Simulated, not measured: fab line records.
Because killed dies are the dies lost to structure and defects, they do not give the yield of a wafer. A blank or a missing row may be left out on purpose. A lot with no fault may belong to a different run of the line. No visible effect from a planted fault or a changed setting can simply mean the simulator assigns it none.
What tool caused it? :: flow gf180mcu :: 39 wafers from 13 lots sampled at 3 of the route's 602 steps

== WHAT THE GAUGES READ, wafer by wafer ==
GF_SALICIDE_THK_MEAS_05: measures by xrf. Usual: SALICIDE_TIN_THK typically reads 20.0 nm, with standard deviation 0.4.
lot: L968
measured: day 15 10:18
on: film-metro-01
SALICIDE_TIN_THK (nm): 20.4 19.9 20.2
flag: 

lot: L969
measured: day 15 11:32
on: film-metro-01
SALICIDE_TIN_THK (nm): 20.7 20.4 20.2
flag: 

lot: L970
measured: day 16 02:44
on: film-metro-01
SALICIDE_TIN_THK (nm): 19.7 19.4 19.9
flag: 

lot: L971
measured: day 16 11:58
on: film-metro-02
SALICIDE_TIN_THK (nm): 20.0 20.1 20.3
flag: 

lot: L973
measured: day 16 20:08
on: film-metro-01
SALICIDE_TIN_THK (nm): 20.6 20.2 20.0
flag: 

lot: L974
measured: day 17 05:18
on: film-metro-04
SALICIDE_TIN_THK (nm): 19.8 19.9 20.2
flag: 

lot: L980
measured: day 19 10:43
on: film-metro-01
SALICIDE_TIN_THK (nm): 19.7 19.5 20.2
flag: 

lot: L982
measured: day 20 09:10
on: film-metro-02
SALICIDE_TIN_THK (nm): 22.9 19.8 19.4 23.0 19.8 19.5
flag: 

lot: L987
measured: day 21 20:42
on: film-metro-01
SALICIDE_TIN_THK (nm): 20.6 21.0 20.5
flag: 

lot: L988
measured: day 22 05:52
on: film-metro-04
SALICIDE_TIN_THK (nm): 20.9 20.4 20.6
flag: 

lot: L989
measured: day 22 17:28
on: film-metro-04
SALICIDE_TIN_THK (nm): 20.5 20.5 20.6
flag: 

lot: L990
measured: day 22 21:07
on: film-metro-02
SALICIDE_TIN_THK (nm): 20.2 19.9 20.2
flag: 

lot: L991
measured: day 23 04:23
on: film-metro-02
SALICIDE_TIN_THK (nm): 19.6 19.3 19.4
flag: 

GF_M1_RS_MEAS_05: uses a four-point probe to measure. Usual: M1_ALCU_RS typically reads 0.0693 ohm/sq, with standard deviation 0.00083.
lot: L968
measured: day 16 11:46
on: film-metro-01
M1_ALCU_RS (ohm/sq): 0.0688 0.0695 0.0704
flag: 

lot: L969
measured: day 16 12:30
on: film-metro-01
M1_ALCU_RS (ohm/sq): 0.0685 0.0685 0.0691
flag: 

lot: L970
measured: day 17 03:42
on: film-metro-03
M1_ALCU_RS (ohm/sq): 0.0688 0.0695 0.0684
flag: 

lot: L971
measured: day 17 13:39
on: film-metro-02
M1_ALCU_RS (ohm/sq): 0.0699 0.0694 0.0695
flag: 

lot: L973
measured: day 17 21:18
on: film-metro-02
M1_ALCU_RS (ohm/sq): 0.0695 0.0684 0.0708
flag: 

lot: L974
measured: day 18 07:26
on: film-metro-01
M1_ALCU_RS (ohm/sq): 0.0691 0.0705 0.0676
flag: 

lot: L980
measured: day 20 13:17
on: film-metro-02
M1_ALCU_RS (ohm/sq): 0.0687 0.0684 0.0687
flag: 

lot: L982
measured: day 21 11:38
on: film-metro-02
M1_ALCU_RS (ohm/sq): 0.0698 0.0688 0.0696
flag: 

lot: L987
measured: day 22 22:44
on: film-metro-01
M1_ALCU_RS (ohm/sq): 0.0697 0.0687 0.0697
flag: 

lot: L988
measured: day 23 07:31
on: film-metro-02
M1_ALCU_RS (ohm/sq): 0.0696 0.0686 0.0697
flag: 

lot: L989
measured: day 23 18:55
on: film-metro-02
M1_ALCU_RS (ohm/sq): 0.0706 0.0703 0.0698
flag: 

lot: L990
measured: day 23 21:50
on: film-metro-02
M1_ALCU_RS (ohm/sq): 0.0692 0.0699 0.0701
flag: 

lot: L991
measured: day 24 05:26
on: film-metro-01
M1_ALCU_RS (ohm/sq): 0.0706 0.0693 0.0694
flag: 

== EACH LOT AND THE TOOL THAT RAN IT (in order: tool; ch and the chambers of the sampled wafers; start) ==
lot: L968
GF_SALICIDE_SPUTTER_03: pvd-sputter-01, day 15 10:09

lot: L969
GF_SALICIDE_SPUTTER_03: pvd-sputter-01, day 15 11:23

lot: L970
GF_SALICIDE_SPUTTER_03: pvd-sputter-02, day 16 02:35

lot: L971
GF_SALICIDE_SPUTTER_03: pvd-sputter-04, day 16 11:48

lot: L973
GF_SALICIDE_SPUTTER_03: pvd-sputter-01, day 16 20:00

lot: L974
GF_SALICIDE_SPUTTER_03: pvd-sputter-01, day 17 05:09

lot: L980
GF_SALICIDE_SPUTTER_03: pvd-sputter-02, day 19 10:34

lot: L982
GF_SALICIDE_SPUTTER_03: pvd-sputter-02, day 20 09:01

lot: L987
GF_SALICIDE_SPUTTER_03: pvd-sputter-01, day 21 20:32

lot: L988
GF_SALICIDE_SPUTTER_03: pvd-sputter-04, day 22 05:43

lot: L989
GF_SALICIDE_SPUTTER_03: pvd-sputter-04, day 22 17:19

lot: L990
GF_SALICIDE_SPUTTER_03: pvd-sputter-04, day 22 20:59

lot: L991
GF_SALICIDE_SPUTTER_03: pvd-sputter-04, day 23 04:13
- GF_SALICIDE_SPUTTER_03: material TiN, target thk 20 nm, time 16.7 s.

== AS READ BY THE TOOLS THEMSELVES (means over the sampled wafers that have a number; for cases with no such wafer, the mark the record gives instead) ==
GF_SALICIDE_SPUTTER_03. Usual: cathode-dc-power-W 6499.9 W, standard deviation 1.2; throttle-valve-pct 30.4 %, standard deviation 0.77.
lot: L968
tool: pvd-sputter-01
cathode-dc-power-W (W): 6500.3
throttle-valve-pct (%): 29.5
flag: 

lot: L969
tool: pvd-sputter-01
cathode-dc-power-W (W): 6500.5
throttle-valve-pct (%): 30.4
flag: 

lot: L970
tool: pvd-sputter-02
cathode-dc-power-W (W): 6499.8
throttle-valve-pct (%): 31.0
flag: 

lot: L971
tool: pvd-sputter-04
cathode-dc-power-W (W): 6499.5
throttle-valve-pct (%): 30.2
flag: 

lot: L973
tool: pvd-sputter-01
cathode-dc-power-W (W): 6499.0
throttle-valve-pct (%): 30.3
flag: 

lot: L974
tool: pvd-sputter-01
cathode-dc-power-W (W): 6500.3
throttle-valve-pct (%): 30.3
flag: 

lot: L980
tool: pvd-sputter-02
cathode-dc-power-W (W): 6499.2
throttle-valve-pct (%): 31.0
flag: 

lot: L982
tool: pvd-sputter-02
cathode-dc-power-W (W): 6833.5
throttle-valve-pct (%): 30.9
flag: OFF

lot: L987
tool: pvd-sputter-01
cathode-dc-power-W (W): 6499.2
throttle-valve-pct (%): 30.6
flag: 

lot: L988
tool: pvd-sputter-04
cathode-dc-power-W (W): 6499.4
throttle-valve-pct (%): 30.0
flag: 

lot: L989
tool: pvd-sputter-04
cathode-dc-power-W (W): 6500.3
throttle-valve-pct (%): 29.9
flag: 

lot: L990
tool: pvd-sputter-04
cathode-dc-power-W (W): 6500.4
throttle-valve-pct (%): 29.9
flag: 

lot: L991
tool: pvd-sputter-04
cathode-dc-power-W (W): 6499.5
throttle-valve-pct (%): 29.8
flag: 

== THE ANSWER, worked out from the rows above alone ==
Rule: a lot counts as off when the mean over its wafers that have a number is more than 3 standard deviations away from the usual mean. A lot without any number at a reading at which 4 lots or more have one is off too. All remaining lots with rows at the step are treated as sound. First the gauges in route order, then the tools' own readings, where a lot's mean is used as printed above. The first step at which some lot is off is used, and at that step the reading that is off furthest; a lot without a number counts as furthest.
Off, at GF_SALICIDE_SPUTTER_03 on cathode-dc-power-W: L982.
If a tool, at that step or one of the process steps before it, ran each lot that is off and ran no sound lot following the first of them, it fits. One fits: pvd-sputter-02 at GF_SALICIDE_SPUTTER_03. Its last sound lot is L980 (day 19 10:34), its first lot that is off L982 (day 20 09:01): a fault that began between those two fits.
The tool's own readings at GF_SALICIDE_SPUTTER_03 bear it out: on the lots that are off they differ by more than 5 times the standard deviation of the sound lots' means. cathode-dc-power-W reads 6833.5 W there against 6499.8 W on the sound lots.

== WHAT THE SIMULATOR PUT IN ==
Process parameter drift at GF_SALICIDE_SPUTTER_03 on pvd-sputter-02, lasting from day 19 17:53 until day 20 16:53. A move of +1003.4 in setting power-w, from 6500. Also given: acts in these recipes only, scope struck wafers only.
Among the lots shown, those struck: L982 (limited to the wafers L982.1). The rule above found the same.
